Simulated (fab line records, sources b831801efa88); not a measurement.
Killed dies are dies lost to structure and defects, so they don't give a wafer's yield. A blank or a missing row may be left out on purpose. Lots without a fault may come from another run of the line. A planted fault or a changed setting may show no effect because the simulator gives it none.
A struck lot beside a sound one | flow gf180mcu | 22 steps out of a route of 602
Sound: wafers L340.2, L340.5, L340.6. Struck: wafers L349.1, L349.3, L349.6. The cause comes at the end.
At each step with rows: each side's tool, then ch and its chambers, then its first start. Under that, the readings that differ: sound wafers | struck wafers | difference of the means | sigmas: that difference in standard deviations of wafers without a fault.
alike: readings whose means differ by less than 2 such deviations, and words and numbers that are the same on both sides. not compared: withheld readings, readings that some wafer has no value for, bounds like >300 that may hide the same value, and numbers for which the record gives no deviation and whose values overlap.
The two part at a step that has a row with sigmas, a row that says differs or no value, or rows on one side only. Numbers that don't overlap but have no deviation are shown without sigmas and don't part them. A reading that every wafer of one side lacks parts them only if that side has two wafers or more.

first, 6 steps without rows for these wafers: GF_VT_IMPLANT_HMDS_12 (prime time 60 s); GF_VT_IMPLANT_COAT_13 (resist thk 1000 nm); GF_VT_IMPLANT_SOFTBAKE_14 (time 60 s); GF_VT_IMPLANT_EXPOSE_15 (exposes mask Nwell LV AREA, target cd 860 nm); GF_VT_IMPLANT_PEB_16; GF_VT_IMPLANT_DEVELOP_17 (develop time 60 s).
GF_VT_IMPLANT_OVL_MEAS_18:
  sound on overlay-02, day 6 08:50; struck on overlay-02, day 9 00:49
  alike: VT_IMPLANT_01_OVL
then, 1 step without rows for these wafers: GF_VT_IMPLANT_IMPLANT_19.
GF_VT_IMPLANT_STRIP_20: strips in O2/N2.
  sound on plasma_asher-03 ch 0,1, day 6 09:01; struck on plasma_asher-01 ch 0,1, day 9 01:01
  alike: drypump_motor_current_A, heater_power_w, oes_product_au, strip_time_to_endpoint_s
  not compared: rf_hours_counter_h
GF_VT_IMPLANT_TW_MEAS_21:
  sound on film_metro-04, day 6 09:08; struck on film_metro-01, day 9 01:07
  alike: VT_IMPLANT_2_TW
then, 2 steps without rows for these wafers: GF_VT_IMPLANT_DEHYDRATE_22 (time 60 s); GF_VT_IMPLANT_HMDS_23 (prime time 60 s).
GF_VT_IMPLANT_COAT_24: resist thk 1000 nm.
  sound on litho_track-04 ch 0, day 6 16:41; struck on litho_track-04 ch 0, day 9 09:04
  reading                                         | sound                | struck               | difference | sigmas
  spin_speed_rpm (rpm)                            | 2997.4 2996.0 2997.0 | 2845.4 2845.1 2846.6 | -151.1     | -80
  model.NOVOLAK_of_VT_IMPLANT_COAT_24.thk_nm (nm) | 998.7 1001 1002      | 1029 1027 1028       | +27        |
  alike: resist_line_temp_C
then, 3 steps without rows for these wafers: GF_VT_IMPLANT_SOFTBAKE_25 (time 60 s); GF_VT_IMPLANT_EXPOSE_26 (exposes mask LVPWELL HV AREA, target cd 860 nm); GF_VT_IMPLANT_PEB_27.
GF_VT_IMPLANT_DEVELOP_28: develop time 60 s.
  sound on litho_track-01 ch 0, day 7 00:15; struck on litho_track-01 ch 0, day 9 18:01
  reading                                         | sound           | struck         | difference | sigmas
  model.NOVOLAK_of_VT_IMPLANT_COAT_24.thk_nm (nm) | 998.3 1000 1002 | 1029 1027 1028 | +28        |
  alike: resist_line_temp_C
GF_VT_IMPLANT_OVL_MEAS_29:
  sound on overlay-02, day 7 00:23; struck on overlay-02, day 9 18:10
  alike: VT_IMPLANT_02_OVL
then, 1 step without rows for these wafers: GF_VT_IMPLANT_IMPLANT_30.
GF_VT_IMPLANT_STRIP_31: strips in O2/N2.
  sound on plasma_asher-03 ch 0,1, day 7 00:34; struck on plasma_asher-01 ch 0,1, day 9 18:22
  reading                      | sound                | struck               | difference | sigmas
  strip_time_to_endpoint_s (s) | 12.618 12.642 12.663 | 12.894 12.875 12.897 | +0.248     | +9
  alike: drypump_motor_current_A, heater_power_w, oes_product_au
  not compared: rf_hours_counter_h
GF_VT_IMPLANT_TW_MEAS_32:
  sound on film_metro-01, day 7 00:40; struck on film_metro-02, day 9 18:28
  alike: VT_IMPLANT_3_TW
-- the record jumps here: 23 days lie between the struck wafers' starts before and after (it left off in module VT_IMPLANT and takes up again in module PASSIVATION, whose first step shown is number 602 of the route) --
GF_PASSIVATION_PROBE_99:
  the record has rows for the struck wafers here (prober-02, day 32 07:07) and none for the sound ones

WHERE THEY PART
First at GF_VT_IMPLANT_COAT_24; last, within this record, at GF_PASSIVATION_PROBE_99.

WHY: what the simulator had put in
Process parameter drift: litho_track-04, from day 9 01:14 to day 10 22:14, at GF_VT_IMPLANT_COAT_24. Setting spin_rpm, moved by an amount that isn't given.
